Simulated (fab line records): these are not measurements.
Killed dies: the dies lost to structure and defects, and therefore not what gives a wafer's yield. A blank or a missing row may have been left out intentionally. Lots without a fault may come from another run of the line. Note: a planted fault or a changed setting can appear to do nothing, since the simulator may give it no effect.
fab line records + flow sky130
record:
- lots: 5
- wafers: 15
- last-day: 50
route steps=708 shown FIELD_ISO@6 PAD_OPEN@708
lots that met no fault: from a run of the same line without faults
start-h: hours from the record's first day to the start of the lot's first wafer shown + wait-h: hours from the lot's prior step to this one + " identical to the entry in the row above + L1.1+2: several wafers, shown together as one row + - no value, or no start given + * or withheld: withheld + < > ~ a bound
route shown NAME@n: a module of which the file shows steps, and the number in the route of the first + usual: mean and standard deviation over wafers with no fault + same: alike in all rows + chamber/n: place in a boat + sites: each site's reading + _std_site: standard deviation of those values + _edge_site: inner sites' mean taken away from outer sites' mean + radius-mm: how far each site lies from the wafer's centre + mask NAME#n: copy n + behind: the most recent tool/chamber to have shaped the wafer + hold: cause of the lot's hold/its duration in hours/its outcome + device: the transistor (n, p or np) that didn't switch + end of line: the tests these same wafers got at the end of their route + a step with no rows: only its recipe + killed: not the wafer's yield, but the dies lost to structure and defects at the first sort + map: a wafer's dies, x killed, . not, _ none there
set.NAME: setting as actually run; set.NAME@STEP: the setting as run at that earlier step + model.NAME: the simulator's own value behind a step, which no gauge read
lots at selected steps of the route; one table per step, one row per wafer
services: when a tool's chamber went out of use (start-h, in hours from the record's first day, below 0 if earlier), for how many hours, and the reason
== steps ==
step: SKY_FIELD_ISO_DEHYDRATE_05
recipe:
- temp-c: 200
- time-s: 60
step: SKY_FIELD_ISO_HMDS_06
recipe:
- prime-time-s: 60
- prime-temp-c: 120
step: SKY_FIELD_ISO_COAT_07
recipe:
- resist: BARC
- temp-c: withheld
- time-s: withheld
- spin-rpm: 3000
- resist-thk-nm: 60
step: SKY_FIELD_ISO_COAT_08
recipe:
- resist: KrF-thick
- spin-rpm: 3000
- resist-thk-nm: 450
step: SKY_FIELD_ISO_SOFTBAKE_09
recipe:
- temp-c: 100
- time-s: 90
- resist: KrF-thick
step: SKY_FIELD_ISO_EXPOSE_10
recipe:
- mask-id: FOM
- na: 0.68
- source-shape: annular
- sigma-inner: 0.4
- sigma-outer: 0.8
- target-cd-nm: 150
- dose-mj: 28
step: SKY_FIELD_ISO_PEB_11
recipe:
- peb-temp-c: withheld
- peb-time-s: withheld
- resist: KrF-thick
step: SKY_FIELD_ISO_DEVELOP_12
recipe:
- develop-time-s: 62.73
- resist: KrF-thick
- dev-temp-c: 21
step: SKY_FIELD_ISO_CD_MEAS_13
recipe:
- target-cd-nm: 150
usual:
- cd-nm: 150.0/1.4
| lot.wafer | tool      | chamber | start-h | wait-h | cd-nm |
|-----------|-----------|---------|---------|--------|-------|
| L274.1    | cd-sem-02 | -       | 34.62   | -      | 150.6 |
| L274.4    | "         | -       | "       | "      | 149.7 |
| L274.6    | "         | -       | "       | "      | 149.2 |
| L277.2    | cd-sem-02 | -       | 51.01   | -      | 149.5 |
| L277.3    | "         | -       | "       | "      | 149.8 |
| L277.4    | "         | -       | "       | "      | 148.7 |
| L289.2    | cd-sem-02 | -       | 115.59  | -      | 149.8 |
| L289.3    | "         | -       | "       | "      | 150.0 |
| L289.4    | "         | -       | "       | "      | 150.3 |
| L291.1    | cd-sem-02 | -       | 124.99  | -      | 148.2 |
| L291.2    | "         | -       | "       | "      | 148.2 |
| L291.3    | "         | -       | "       | "      | 147.8 |
| L295.1    | cd-sem-02 | -       | 145.18  | -      | 147.6 |
| L295.5    | "         | -       | "       | "      | 148.1 |
| L295.6    | "         | -       | "       | "      | 148.0 |
step: SKY_FIELD_ISO_ETCH_14
recipe:
- chemistry: N2/H2
- target: BARC
- ion-energy-ev: 200
- source-w: 500
- bias-w: 100
- pressure-mtorr: 30
- n2-flow-sccm: 100
- h2-flow-sccm: 200
- stop-on: SiO2
- time-s: 45.9
- target-depth-a: 600
usual:
- drypump-motor-current-A: 5.8/0.48
- oes-product-au: 0.855/0.0049
- rf-fwd-power-W: 495.5/2.5
- throttle-valve-pct: 13.224/0.0095
| lot.wafer | tool        | chamber | start-h | wait-h | drypump-motor-current-A | oes-product-au | rf-fwd-power-W | rf-hours-counter-h | throttle-valve-pct |
|-----------|-------------|---------|---------|--------|-------------------------|----------------|----------------|--------------------|--------------------|
| L274.1    | rie-diel-02 | 0       | 34.74   | 0.1    | 6.3                     | 0.849          | 494.4          | 31                 | 13.228             |
| L274.4    | "           | 2       | "       | "      | 5.6                     | 0.851          | 495.0          | 126                | 13.206             |
| L274.6    | "           | 0       | "       | "      | 6.4                     | 0.852          | 496.2          | -                  | 13.216             |
| L277.2    | rie-diel-04 | 2       | 51.11   | 0.1    | 5.4                     | 0.857          | 495.1          | 81                 | 13.231             |
| L277.3    | "           | 3       | "       | "      | 5.7                     | 0.844          | 495.4          | 2                  | 13.216             |
| L277.4    | "           | 1       | "       | "      | 5.7                     | 0.856          | 495.7          | 3                  | 13.225             |
| L289.2    | rie-diel-04 | 3       | 115.69  | 0.1    | 5.7                     | 0.855          | 495.2          | 4                  | 13.222             |
| L289.3    | "           | 0       | "       | "      | 6.1                     | 0.851          | 492.2          | 67                 | 13.222             |
| L289.4    | "           | 2       | "       | "      | 5.4                     | 0.848          | 494.2          | 82                 | 13.212             |
| L291.1    | rie-diel-02 | 2       | 125.11  | 0.1    | 5.6                     | 0.851          | 496.5          | 128                | 13.216             |
| L291.2    | "           | 0       | "       | "      | 6.4                     | 0.856          | 498.7          | 33                 | 13.213             |
| L291.3    | "           | 3       | "       | "      | 5.5                     | 0.849          | 493.4          | 102                | 13.224             |
| L295.1    | rie-diel-03 | 2       | 145.30  | 0.1    | 6.3                     | 0.863          | 493.0          | 5                  | 13.234             |
| L295.5    | "           | 1       | "       | "      | 6.2                     | 0.849          | 497.9          | -                  | 13.237             |
| L295.6    | "           | 2       | "       | "      | 6.3                     | 0.849          | 490.9          | -                  | 13.221             |
step: SKY_FIELD_ISO_ETCH_15
recipe:
- chemistry: CHF3/O2
- target-depth-nm: 180
- stop-on: Si
- source-w: 600
- bias-w: 200
- pressure-mtorr: 40
- chf3-flow-sccm: 50
- O2_flow_sccm: 5
- time-s: 72
usual:
- drypump-motor-current-A: 5.8/0.47
- oes-product-au: 0.945/0.0069
- rf-fwd-power-W: 596.0/2.2
- throttle-valve-pct: 8.844/0.0091
| lot.wafer | tool        | chamber | start-h | wait-h | drypump-motor-current-A | oes-product-au | rf-fwd-power-W | rf-hours-counter-h | throttle-valve-pct |
|-----------|-------------|---------|---------|--------|-------------------------|----------------|----------------|--------------------|--------------------|
| L274.1    | rie-diel-02 | 0       | 34.78   | 0.0    | 6.3                     | 0.938          | 601.2          | 31                 | 8.849              |
| L274.4    | "           | 2       | "       | "      | 5.6                     | 0.942          | 597.7          | 126                | 8.854              |
| L274.6    | "           | 0       | "       | "      | 6.3                     | 0.936          | 601.7          | -                  | 8.838              |
| L277.2    | rie-diel-04 | 2       | 51.15   | 0.0    | 5.4                     | 0.959          | 595.7          | 81                 | 8.842              |
| L277.3    | "           | 3       | "       | "      | 5.7                     | 0.955          | 598.0          | 2                  | 8.840              |
| L277.4    | "           | 1       | "       | "      | 5.6                     | 0.953          | 595.3          | 3                  | 8.842              |
| L289.2    | rie-diel-04 | 3       | 115.73  | 0.0    | 5.7                     | 0.956          | 595.5          | 4                  | 8.844              |
| L289.3    | "           | 0       | "       | "      | 6.2                     | 0.945          | 592.4          | 67                 | 8.834              |
| L289.4    | "           | 2       | "       | "      | 5.4                     | 0.955          | 596.1          | 82                 | 8.851              |
| L291.1    | rie-diel-02 | 2       | 125.15  | 0.0    | 5.6                     | 0.947          | 599.5          | 128                | 8.853              |
| L291.2    | "           | 0       | "       | "      | 6.3                     | 0.952          | 597.5          | 33                 | 8.846              |
| L291.3    | "           | 3       | "       | "      | 5.5                     | 0.952          | 596.7          | 102                | 8.838              |
| L295.1    | rie-diel-03 | 2       | 145.35  | 0.0    | 6.3                     | 0.946          | 595.1          | 5                  | 8.843              |
| L295.5    | "           | 1       | "       | "      | 6.2                     | 0.940          | 597.3          | -                  | 8.843              |
| L295.6    | "           | 2       | "       | "      | 6.3                     | 0.945          | 595.4          | -                  | 8.846              |
step: SKY_FIELD_ISO_STRIP_16
recipe:
- chemistry: O2/N2
- power-w: 1400
- pressure-mtorr: 1500
- platen-temp-c: withheld
- o2-flow-sccm: 3000
- n2-flow-sccm: 300
- overash-fraction: 0.5
usual:
- drypump-motor-current-A: 6.04/0.25
- oes-product-au: 0.377/0.0047
- strip-time-to-endpoint-s: 3.53/0.033
| lot.wafer | tool            | chamber | start-h | wait-h | drypump-motor-current-A | oes-product-au | rf-hours-counter-h | strip-time-to-endpoint-s |
|-----------|-----------------|---------|---------|--------|-------------------------|----------------|--------------------|--------------------------|
| L274.1    | plasma-asher-03 | 0       | 34.84   | 0.0    | 6.41                    | 0.375          | 23                 | 3.49                     |
| L274.4    | "               | 0       | "       | "      | 6.40                    | 0.373          | -                  | 3.50                     |
| L274.6    | "               | 0       | "       | "      | 6.45                    | 0.371          | -                  | 3.51                     |
| L277.2    | plasma-asher-04 | 1       | 51.21   | 0.0    | 5.96                    | 0.373          | 39                 | 3.52                     |
| L277.3    | "               | 1       | "       | "      | 5.96                    | 0.382          | -                  | 3.56                     |
| L277.4    | "               | 0       | "       | "      | 6.23                    | 0.374          | -                  | 3.52                     |
| L289.2    | plasma-asher-04 | 0       | 115.79  | 0.0    | 6.20                    | 0.379          | 47                 | 3.51                     |
| L289.3    | "               | 0       | "       | "      | 6.21                    | 0.371          | -                  | 3.56                     |
| L289.4    | "               | 1       | "       | "      | 5.98                    | 0.371          | -                  | 3.52                     |
| L291.1    | plasma-asher-04 | 0       | 125.21  | 0.0    | 6.25                    | 0.374          | 48                 | 3.51                     |
| L291.2    | "               | 1       | "       | "      | 5.95                    | 0.383          | 48                 | 3.47                     |
| L291.3    | "               | 1       | "       | "      | 5.95                    | 0.374          | -                  | 3.49                     |
| L295.1    | plasma-asher-04 | 1       | 145.40  | 0.0    | 5.99                    | 0.372          | 50                 | 3.57                     |
| L295.5    | "               | 1       | "       | "      | 5.97                    | 0.376          | -                  | 3.52                     |
| L295.6    | "               | 0       | "       | "      | 6.21                    | 0.386          | -                  | 3.55                     |
step: SKY_FIELD_ISO_ETCH_17
recipe:
- target-depth-a: 3420
- mask-material: Si3N4
- chemistry: HBr/Cl2/O2
- target: Si
- taper-deg: 5
- icp-w: 600
- bias-w: 150
- pressure-mtorr: 15
- HBr_flow_sccm: 150
- Cl2_flow_sccm: 40
- O2_flow_sccm: 6
- time-s: 97.7
usual:
- drypump-motor-current-A: 5.6/0.38
- oes-product-au: 1.002/0.0082
- rf-fwd-power-W: 596.3/2.5
- throttle-valve-pct: 25.657/0.0097
| lot.wafer | tool      | chamber | start-h | wait-h | drypump-motor-current-A | oes-product-au | rf-fwd-power-W | rf-hours-counter-h | throttle-valve-pct | model.etch.depth-nm | model.FIELD_ISO.feature-depth-nm |
|-----------|-----------|---------|---------|--------|-------------------------|----------------|----------------|--------------------|--------------------|---------------------|----------------------------------|
| L274.1    | rie-si-02 | 3       | 34.94   | 0.1    | 5.8                     | 1.002          | 589.2          | 60                 | 25.651             | 341.5               | 341.5                            |
| L274.4    | "         | 2       | "       | "      | 5.4                     | 1.006          | 597.8          | 2                  | 25.661             | 341.6               | 341.6                            |
| L274.6    | "         | 0       | "       | "      | 5.8                     | 0.996          | 594.9          | -                  | 25.664             | 341.2               | 341.2                            |
| L277.2    | rie-si-02 | 1       | 51.31   | 0.1    | 5.6                     | 0.989          | 594.6          | 67                 | 25.665             | 342.1               | 342.1                            |
| L277.3    | "         | 0       | "       | "      | 5.8                     | 0.995          | 593.4          | 89                 | 25.666             | 334.6               | 334.6                            |
| L277.4    | "         | 3       | "       | "      | 5.8                     | 0.993          | 595.9          | 60                 | 25.673             | 339.1               | 339.1                            |
| L289.2    | rie-si-02 | 0       | 115.89  | 0.1    | 5.8                     | 0.983          | 591.4          | 89                 | 25.660             | 334.2               | 334.2                            |
| L289.3    | "         | 1       | "       | "      | 5.6                     | 0.997          | 597.3          | 67                 | 25.654             | 343.2               | 343.2                            |
| L289.4    | "         | 2       | "       | "      | 5.4                     | 0.944          | 500.6          | 3                  | 25.689             | 309.3               | 309.3                            |
| L291.1    | rie-si-01 | 0       | 125.31  | 0.1    | 5.3                     | 1.001          | 595.8          | 46                 | 25.661             | 342.6               | 342.6                            |
| L291.2    | "         | 2       | "       | "      | 6.0                     | 1.010          | 598.4          | 22                 | 25.653             | 349.8               | 349.8                            |
| L291.3    | "         | 3       | "       | "      | 4.8                     | 1.017          | 596.4          | 21                 | 25.659             | 345.7               | 345.7                            |
| L295.1    | rie-si-01 | 0       | 145.50  | 0.1    | 5.3                     | 1.005          | 596.5          | 46                 | 25.641             | 343.5               | 343.5                            |
| L295.5    | "         | 3       | "       | "      | 4.8                     | 1.001          | 597.6          | -                  | 25.655             | 346.6               | 346.6                            |
| L295.6    | "         | 2       | "       | "      | 6.0                     | 1.009          | 594.7          | -                  | 25.659             | 346.1               | 346.1                            |
step: SKY_FIELD_ISO_WET_ETCH_18
recipe:
- chemistry: H3PO4
- target-depth-nm: 25
- temp-c: 160
- target: Si3N4
- time-s: 286
step: SKY_PAD_OPEN_PROBE_99
usual:
- killed_at_M0_to_M3: 44/7
- killed_at_M4_up: 3.2/2
- killed-at-contacts: 25/5.3
- killed-at-front-end: 15/4.3
- killed-dies: 86/8.7
- killed-open: 47/6.4
- killed-short: 39/5.6
same:
- gross-dies: 492
- killed-at-back-side: 0
- killed-at-other: 0
| lot.wafer | tool      | chamber | start-h | wait-h | killed_at_M0_to_M3 | killed_at_M4_up | killed-at-contacts | killed-at-front-end | killed-dies | killed-open | killed-short | model.etest.res_p_drift_20v.rs-ohm-sq | model.etest.pfet_16v.r-on-ohm-um | model.etest.res-nwell.line-ohm-um | model.etest.res-nwell.rs-ohm-sq | model.etest.cap-poly-to-well.c-af-um2 | model.etest.field-p.vt-v | model.etest.field-n.vt-v | model.etest.cap-li-to-well.c-af-um2 |
|-----------|-----------|---------|---------|--------|--------------------|-----------------|--------------------|---------------------|-------------|-------------|--------------|---------------------------------------|----------------------------------|-----------------------------------|---------------------------------|---------------------------------------|--------------------------|--------------------------|-------------------------------------|
| L274.1    | prober-02 | -       | 1075.72 | 0.1    | 42                 | 3               | 27                 | 15                  | 87          | 45          | 42           | 8838                                  | 1.537e+04                        | 1073                              | 922                             | 91.64                                 | -41.44                   | 35.8                     | 37                                  |
| L274.4    | prober-02 | -       | 1075.87 | 0.2    | 43                 | 2               | 21                 | 20                  | 86          | 47          | 39           | 8840                                  | 1.53e+04                         | 1062                              | 918.9                           | 91.23                                 | -41.22                   | 35.76                    | 36.29                               |
| L274.6    | prober-02 | -       | 1075.97 | 0.2    | 52                 | 3               | 23                 | 15                  | 93          | 53          | 39           | 8965                                  | 1.542e+04                        | 1078                              | 925.8                           | 93.74                                 | -41.41                   | 35.78                    | 36.71                               |
| L277.2    | prober-01 | -       | 1102.34 | 0.1    | 34                 | 4               | 27                 | 23                  | 88          | 50          | 37           | 9182                                  | 1.519e+04                        | 1135                              | 945.6                           | 90.75                                 | -42.83                   | 35.9                     | 36.4                                |
| L277.3    | prober-01 | -       | 1102.39 | 0.2    | 44                 | 1               | 24                 | 15                  | 84          | 46          | 37           | 8748                                  | 1.511e+04                        | 1114                              | 923.9                           | 91.41                                 | -41.28                   | 34.95                    | 36.92                               |
| L277.4    | prober-01 | -       | 1102.44 | 0.2    | 33                 | 1               | 27                 | 19                  | 80          | 44          | 36           | 8885                                  | 1.518e+04                        | 1130                              | 928.6                           | 93.02                                 | -41.94                   | 35.37                    | 37.47                               |
| L289.2    | prober-02 | -       | 1164.37 | 0.1    | 43                 | 3               | 25                 | 9                   | 80          | 39          | 41           | 8404                                  | 1.484e+04                        | 1024                              | 855.5                           | 91.92                                 | -38.01                   | 34.07                    | 37.02                               |
| L289.3    | prober-02 | -       | 1164.42 | 0.2    | 61                 | 6               | 18                 | 13                  | 98          | 51          | 47           | 8845                                  | 1.515e+04                        | 1070                              | 888                             | 91.01                                 | -40.19                   | 35.46                    | 36.92                               |
| L289.4    | prober-02 | -       | 1164.47 | 0.2    | 56                 | 0               | 21                 | 14                  | 91          | 52          | 39           | 7688                                  | 1.431e+04                        | 980.1                             | 813.1                           | 99.03                                 | -33.3                    | 30.47                    | 39.03                               |
| L291.1    | prober-01 | -       | 1178.35 | 0.1    | 59                 | 2               | 32                 | 15                  | 108         | 64          | 44           | 9088                                  | 1.515e+04                        | 1139                              | 938.8                           | 89.84                                 | -42.3                    | 35.8                     | 37.01                               |
| L291.2    | prober-01 | -       | 1178.40 | 0.1    | 46                 | 7               | 29                 | 15                  | 97          | 52          | 45           | 9475                                  | 1.528e+04                        | 1156                              | 951.2                           | 90.32                                 | -43.57                   | 36.47                    | 36.13                               |
| L291.3    | prober-01 | -       | 1178.45 | 0.2    | 44                 | 4               | 21                 | 17                  | 86          | 50          | 36           | 9282                                  | 1.519e+04                        | 1127                              | 939.1                           | 90.58                                 | -43.11                   | 36.41                    | 35.63                               |
| L295.1    | prober-02 | -       | 1198.36 | 0.1    | 42                 | 3               | 27                 | 14                  | 86          | 44          | 42           | 9582                                  | 1.572e+04                        | 1133                              | 948                             | 91.48                                 | -42.55                   | 35.74                    | 37.07                               |
| L295.5    | prober-02 | -       | 1198.56 | 0.2    | 37                 | 2               | 21                 | 19                  | 79          | 34          | 45           | 9718                                  | 1.576e+04                        | 1142                              | 960.2                           | 90.58                                 | -43.15                   | 35.84                    | 37.29                               |
| L295.6    | prober-02 | -       | 1198.61 | 0.2    | 33                 | 3               | 40                 | 19                  | 95          | 53          | 42           | 9732                                  | 1.574e+04                        | 1143                              | 957.8                           | 90.07                                 | -43.05                   | 35.92                    | 37.28                               |
killed by level:class
L274.1 CONTACT:geometric-particle:open=13 VIA1:geometric-particle:open=9 METAL1:geometric-particle:short=9 LI_CONTACT:geometric-particle:open=6 VIA1:geometric-particle:short=6 FIELD_ISO:geometric-particle:short=5 VIA2:geometric-particle:open=5 VIA3:geometric-particle:open=5
L274.4 VIA1:geometric-particle:open=9 VIA3:geometric-particle:open=8 CONTACT:geometric-particle:open=8 FIELD_ISO:geometric-particle:short=6 VIA1:geometric-particle:short=6 FIELD_ISO:geometric-particle:open=5 POLY_GATE:geometric-particle:open=5 CONTACT:geometric-particle:short=5
L274.6 VIA1:geometric-particle:open=15 LI_CONTACT:geometric-particle:open=12 VIA2:geometric-particle:open=9 VIA1:geometric-particle:short=8 FIELD_ISO:geometric-particle:open=6 METAL2:geometric-particle:short=6 METAL1:geometric-particle:short=5 FIELD_ISO:geometric-particle:short=3
L277.2 VIA1:geometric-particle:open=11 CONTACT:geometric-particle:open=9 POLY_GATE:geometric-particle:open=7 CONTACT:geometric-particle:short=7 FIELD_ISO:geometric-particle:short=6 FIELD_ISO:geometric-particle:open=5 LI_CONTACT:geometric-particle:open=5 VIA3:geometric-particle:open=4
L277.3 METAL1:geometric-particle:short=11 CONTACT:geometric-particle:open=10 VIA1:geometric-particle:open=7 VIA3:geometric-particle:open=7 METAL2:geometric-particle:short=6 LI_CONTACT:geometric-particle:open=6 FIELD_ISO:geometric-particle:open=5 LOCAL_INTERCONNECT:geometric-particle:short=4
L277.4 CONTACT:geometric-particle:open=11 FIELD_ISO:geometric-particle:open=9 FIELD_ISO:geometric-particle:short=7 LI_CONTACT:geometric-particle:open=6 METAL2:geometric-particle:short=6 VIA1:geometric-particle:open=5 METAL3:geometric-particle:short=5 VIA3:geometric-particle:open=5
L289.2 VIA1:geometric-particle:open=9 VIA2:geometric-particle:open=7 CONTACT:geometric-particle:open=6 LI_CONTACT:geometric-particle:open=5 LI_CONTACT:geometric-particle:short=5 CONTACT:geometric-particle:short=5 VIA1:geometric-particle:short=5 VIA3:geometric-particle:open=5
L289.3 METAL1:geometric-particle:short=14 CONTACT:geometric-particle:open=8 VIA1:geometric-particle:open=8 VIA1:geometric-particle:short=7 VIA2:geometric-particle:open=7 METAL1:geometric-particle:open=6 VIA3:geometric-particle:open=6 METAL4:geometric-particle:short=5
L289.4 VIA1:geometric-particle:open=18 METAL1:geometric-particle:short=8 CONTACT:geometric-particle:open=7 VIA1:geometric-particle:short=7 LI_CONTACT:geometric-particle:open=6 METAL2:geometric-particle:short=6 POLY_GATE:geometric-particle:open=5 METAL1:geometric-particle:open=5
L291.1 VIA1:geometric-particle:open=18 CONTACT:geometric-particle:open=14 VIA3:geometric-particle:open=9 LI_CONTACT:geometric-particle:open=8 VIA1:geometric-particle:short=7 METAL2:geometric-particle:short=7 METAL1:geometric-particle:short=6 VIA2:geometric-particle:open=6
L291.2 VIA1:geometric-particle:open=14 LI_CONTACT:geometric-particle:open=12 VIA1:geometric-particle:short=10 VIA3:geometric-particle:open=8 CONTACT:geometric-particle:open=7 METAL4:geometric-particle:short=6 FIELD_ISO:geometric-particle:short=5 POLY_GATE:geometric-particle:short=5
L291.3 POLY_GATE:geometric-particle:open=9 VIA2:geometric-particle:open=9 LI_CONTACT:geometric-particle:open=8 VIA3:geometric-particle:open=8 METAL2:geometric-particle:short=7 VIA1:geometric-particle:open=5 LOCAL_INTERCONNECT:geometric-particle:short=5 METAL1:geometric-particle:short=5
L295.1 CONTACT:geometric-particle:open=11 VIA1:geometric-particle:open=9 FIELD_ISO:geometric-particle:open=6 VIA1:geometric-particle:short=6 METAL2:geometric-particle:short=6 LI_CONTACT:geometric-particle:open=5 SPACER:geometric-particle:short=4 LI_CONTACT:geometric-particle:short=4
L295.5 CONTACT:geometric-particle:short=10 VIA1:geometric-particle:open=8 VIA2:geometric-particle:open=6 VIA1:geometric-particle:short=6 VIA3:geometric-particle:open=6 FIELD_ISO:geometric-particle:short=5 POLY_GATE:geometric-particle:short=5 LI_CONTACT:geometric-particle:open=5
L295.6 CONTACT:geometric-particle:open=15 CONTACT:geometric-particle:short=13 VIA1:geometric-particle:open=8 FIELD_ISO:geometric-particle:open=6 VIA2:geometric-particle:open=6 LI_CONTACT:geometric-particle:open=5 POLY_GATE:geometric-particle:open=4 LI_CONTACT:geometric-particle:short=4
== services ==
| tool            | chamber | start-h | hours | kind           |
|-----------------|---------|---------|-------|----------------|
| rie-diel-03     | 0       | 10.87   | 32.6  | repair         |
| rie-si-01       | 1       | 25.01   | -     | clean          |
| rie-si-01       | 1       | 25.01   | 24.0  | scheduled-down |
| rie-si-01       | 1       | 25.01   | 24.0  | vent-cycle     |
| rie-diel-04     | 2       | 36.51   | 7.3   | repair         |
| plasma-asher-03 | -       | 40.78   | 34.8  | repair         |
| rie-diel-04     | 1       | 51.31   | 50.0  | repair         |
| rie-si-01       | 1       | 59.03   | 3.4   | repair         |
| rie-si-01       | -       | 69.21   | 0.7   | repair         |
| rie-diel-02     | -       | 72.17   | 2.8   | pm             |
| rie-diel-04     | 0       | 85.41   | 10.4  | repair         |
| rie-diel-02     | 1       | 100.90  | 6.2   | repair         |
| rie-diel-02     | 1       | 107.12  | -     | clean          |
| rie-diel-02     | 1       | 107.12  | 18.0  | scheduled-down |
| rie-diel-02     | 1       | 107.12  | 18.0  | vent-cycle     |
| rie-si-02       | -       | 108.02  | 2.8   | pm             |
| rie-diel-02     | 2       | 129.20  | 3.1   | repair         |
| rie-si-01       | -       | 144.89  | 0.2   | repair         |
== key ==
first-sign:
- step: SKY_FIELD_ISO_ETCH_17
- reading: rf-fwd-power-W
- direction: down
- sigmas: 38
- usual: 596.3
- struck: 500.6
effect:
- step: SKY_FIELD_ISO_ETCH_17
- reading: oes-product-au
- direction: down
- sigmas: 7
- usual: 1.002
- struck: 0.944
model-effect:
- step: SKY_FIELD_ISO_ETCH_17
- value: etch.depth-nm
- without: 336.1
- struck: 309.3
model-effect:
- step: SKY_PAD_OPEN_PROBE_99
- value: etest.res_p_drift_20v.rs-ohm-sq
- without: 8529
- struck: 7688
met-at SKY_FIELD_ISO_ETCH_17
struck-wafers L289.4
tester-left-out L289
onset-between 34.94 115.89
fault:
- kind: process-parameter-drift
- tool: rie-si-02
- chamber: 2
- onset-h: 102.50
- steps: SKY_FIELD_ISO_ETCH_17
- channel: icp-w
- offset: -96
- shape: step
- end-h: 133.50
- acts-in: these-recipes-only
- stated: 600
tester-left-out: of these lots the tester's yield and bins aren't shown, on N5 and GAA mostly nor the transistor test; their killed dies are dies lost to structure and defects alone, not to doping, threshold or leakage, so they don't give the yield
